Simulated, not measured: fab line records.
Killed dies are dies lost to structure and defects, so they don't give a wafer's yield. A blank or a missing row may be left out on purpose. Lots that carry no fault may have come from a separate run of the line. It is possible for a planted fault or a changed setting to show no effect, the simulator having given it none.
Struck lot and sound lot, side by side	flow sky130	16 out of 708 route steps
Sound: these wafers, L321.2, L321.3, L321.5. Struck: wafer L326.3. (L326.1, L326.2 of the same lot were not struck and are left out.) The cause comes at the end.
Per side, at each step with rows, come the tool, then ch with its chambers, and then its first start. Under that, the readings that differ: sound wafers	struck wafers	difference of the means	sigmas: that difference in standard deviations of wafers without a fault.
alike: readings with means less than 2 such deviations apart, plus words and numbers identical on both sides. not compared: withheld readings, readings lacking a value on some wafer, bounds such as >300 that could conceal the same value, and numbers that have no deviation in the record and whose values overlap.
The two part at a step that has a row with sigmas, a row that says differs or no value, or rows on one side only. Numbers that have no deviation but don't overlap get no sigmas and don't part them. Lack of a reading on every wafer of one side parts them only where that side has two or more wafers.

first, 1 step without rows for these wafers: SKY_FIELD_ISO_CVD_03 (deposits Si3N4 from DCS/NH3, target thk 165 nm, time 2830 s).
SKY_FIELD_ISO_THK_MEAS_04:
  struck on filmMetro-01, day 3 12:13; sound on filmMetro-02, day 2 11:18
  alike: FIELD_ISO_CVD_03_THK
then, 8 steps without rows for these wafers: SKY_FIELD_ISO_DEHYDRATE_05 (time 60 s); SKY_FIELD_ISO_HMDS_06 (prime time 60 s); SKY_FIELD_ISO_COAT_07 (resist thk 60 nm); SKY_FIELD_ISO_COAT_08 (resist thk 450 nm); SKY_FIELD_ISO_SOFTBAKE_09 (time 90 s); SKY_FIELD_ISO_EXPOSE_10 (exposes mask FOM, target cd 150 nm); SKY_FIELD_ISO_PEB_11; SKY_FIELD_ISO_DEVELOP_12 (develop time 60 s).
SKY_FIELD_ISO_CD_MEAS_13: target cd 150 nm.
  struck on cdSem-02, day 4 04:46; sound on cdSem-01, day 3 02:29
  alike: cdNm
SKY_FIELD_ISO_ETCH_14: etches BARC in N2/H2, stops on SiO2, time 45.9 s, target depth 60 nm.
  sound on rieDiel-04 ch 1,2,3, day 3 02:35; struck on rieDiel-04 ch 0, day 4 04:53
  alike: drypumpMotorCurrentA, oesProductAu, throttleValvePct
  not compared: rfHoursCounterH
SKY_FIELD_ISO_ETCH_15: etches the open film in CHF3/O2, stops on Si, target depth 180 nm, time 72 s.
  sound on rieDiel-04 ch 1,2,3, day 3 02:38; struck on rieDiel-04 ch 0, day 4 04:56
reading	sound	struck	difference	sigmas
oesProductAu (a.u.)	0.942 0.952 0.932	0.884	-0.058	-9
throttleValvePct (%)	8.846 8.858 8.840	8.822	-0.026	-3
model.KrF-thick_of_FIELD_ISO_COAT_08.thkNm (nm)	238.8 238.8 235.8	263.9	+26.1	
model.etch.depthNm (nm)	164.9 163.3 161.7	148.2	-15.1	
  alike: drypumpMotorCurrentA
  not compared: rfHoursCounterH
SKY_FIELD_ISO_STRIP_16: strips in O2/N2.
  sound on plasmaAsher-04 ch 0,1, day 3 02:41; struck on plasmaAsher-03 ch 1, day 4 04:59
reading	sound	struck	difference	sigmas
oesProductAu (a.u.)	0.383 0.382 0.369	0.399	+0.021	+4
stripTimeToEndpointS (s)	3.57 3.55 3.55	3.84	+0.28	+8
  alike: drypumpMotorCurrentA
  not compared: rfHoursCounterH
SKY_FIELD_ISO_ETCH_17: etches Si in HBr/Cl2/O2, target depth 342 nm, time 97.7 s.
  sound on rieSi-01 ch 0,2,3, day 3 02:47; struck on rieSi-01 ch 1, day 4 05:05
  alike: drypumpMotorCurrentA, oesProductAu, throttleValvePct
  not compared: rfHoursCounterH
-- record jumps: 44 days separate the struck wafers' starts on either side; left off in module FIELD_ISO, taken up again in module PAD_OPEN, whose first shown step is the route's number 708 --
SKY_PAD_OPEN_PROBE_99:
  struck on prober-02, day 48 02:12; sound on prober-01, day 46 21:25
reading	sound	struck	difference	sigmas
killedAtFrontEnd	9 12 17	398	+385	+77
killedDies	85 83 87	472	+387	+44
killedOnRim	18 7 17	96	+82	+20
  alike: killed_at_M0_to_M3, killed_at_M4_up, killedAtContacts, killedAtOther, killedOpen, killedShort

== WHERE THEY PART ==
First at SKY_FIELD_ISO_ETCH_15; last, within this record, at SKY_PAD_OPEN_PROBE_99.

WHY: the cause the simulator had injected
rieDiel-04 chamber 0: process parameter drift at SKY_FIELD_ISO_ETCH_15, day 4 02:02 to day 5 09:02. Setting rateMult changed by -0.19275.
